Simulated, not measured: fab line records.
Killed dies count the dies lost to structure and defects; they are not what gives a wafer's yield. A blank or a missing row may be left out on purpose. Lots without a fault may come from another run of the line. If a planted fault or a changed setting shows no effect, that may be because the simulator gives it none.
Problem report in the 8D (eight disciplines) form, filled by code / flow sky130 / the parts of the form that need people (team, actions taken, sign-off) are left out

1. THE PROBLEM
METAL2_ALCU_RS at SKY_METAL2_RS_MEAS_05 reads a mean of 0.1514 ohm/sq on 3 wafers of 2 lots; wafers without a fault read 0.1272 ohm/sq with a standard deviation of 0.0012. That is +20 standard deviations from the usual mean.
The step: measures by four-point-probe.
First seen on wafer L274.3, day 39 22:42, on film-metro-01. Wafers with a number at this step in the record: 28, from 10 lots. Rule for "out", or "out of limits": more than 4 standard deviations from the usual mean. All remaining wafers that have a number are taken as sound.

2. WHAT THIS IS AND IS NOT
question=which readings at this step | is=METAL2_ALCU_RS | is not=-
question=which lots | is=L274, L277 | is not=L258, L264, L265, L267, L269, L270, L280, L281
question=which wafers of those lots | is=L274.3, L277.3, L277.6 | is not=L274.1
question=read on which gauges | is=film-metro-01, film-metro-03 | is not=film-metro-04
question=when | is=from day 39 22:42 | is not=up to then (19 sound wafers); but 6 sound wafers of L280, L281 came after

3. SUSPECTS, AND WHAT RULES EACH OUT
Counting: if a tool at a process step up to the reading ran every lot that is out, it stays a suspect. Sound lots after the first of them don't rule it out here, since some wafers of a struck lot are sound.
- the gauge at SKY_METAL2_RS_MEAS_05: ruled out. Those wafers that are out were read across 2 gauges (film-metro-01, film-metro-03).
- pvd-sputter-04 at SKY_METAL2_SPUTTER_02 (material AlCu, target thk 250 nm, time 13.3 s): kept. It processed each lot that is out (first: L274, day 39 22:37); up to then, its last sound lot is L269 (day 38 12:27).
Remaining after the count: pvd-sputter-04 at SKY_METAL2_SPUTTER_02.

4. THE CAUSE (what the simulator had put in)
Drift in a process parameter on pvd-sputter-04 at SKY_METAL2_SPUTTER_02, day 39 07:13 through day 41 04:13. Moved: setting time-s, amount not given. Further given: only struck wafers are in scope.
After counting, this tool was the only one left.

5. THE CHAIN OF EFFECTS, in route order
Each row: a reading whose mean over the struck wafers that have a number lies more than 3 standard deviations from the usual. Only readings for which the record gives a usual standard deviation are gone through. hours: the time from each lot's start at the first step in this table that gives one to its start at this step, as a median over the lots. sigmas: the change in usual standard deviations.
hours=0; step=SKY_METAL2_RS_MEAS_05; reading=METAL2_ALCU_RS; usual=0.1272 ohm/sq; on struck wafers=0.1514; change=+0.0242; sigmas=+20
hours=0; step=SKY_METAL2_THK_MEAS_06; reading=METAL2_ALCU_THK; usual=249.4 nm; on struck wafers=211.4; change=-38.0; sigmas=-14
hours=25; step=SKY_METAL2_METAL_ETCH_19; reading=oes-product-au; usual=0.854 a.u.; on struck wafers=0.831; change=-0.023; sigmas=-4.2
Here are the process steps it includes:
- SKY_METAL2_METAL_ETCH_19: etches the open film in Cl2/BCl3, stops on SiO2, target depth 360 nm, time 78 s.

6. WHAT WOULD HAVE CAUGHT IT SOONER
In this record the first reading out of limits at a measuring or inspecting step was taken at day 39 22:42, 15 hours after the fault began at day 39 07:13.
Of the tool readings at SKY_METAL2_SPUTTER_02 for which the record gives a usual standard deviation, none was out on any struck wafer, so an alarm limit of 4 standard deviations on them would not have fired.
Of the lots that are out (2), L277 began SKY_METAL2_SPUTTER_02 on pvd-sputter-04 after day 39 22:42. A hold on the tool at that time would have spared it.
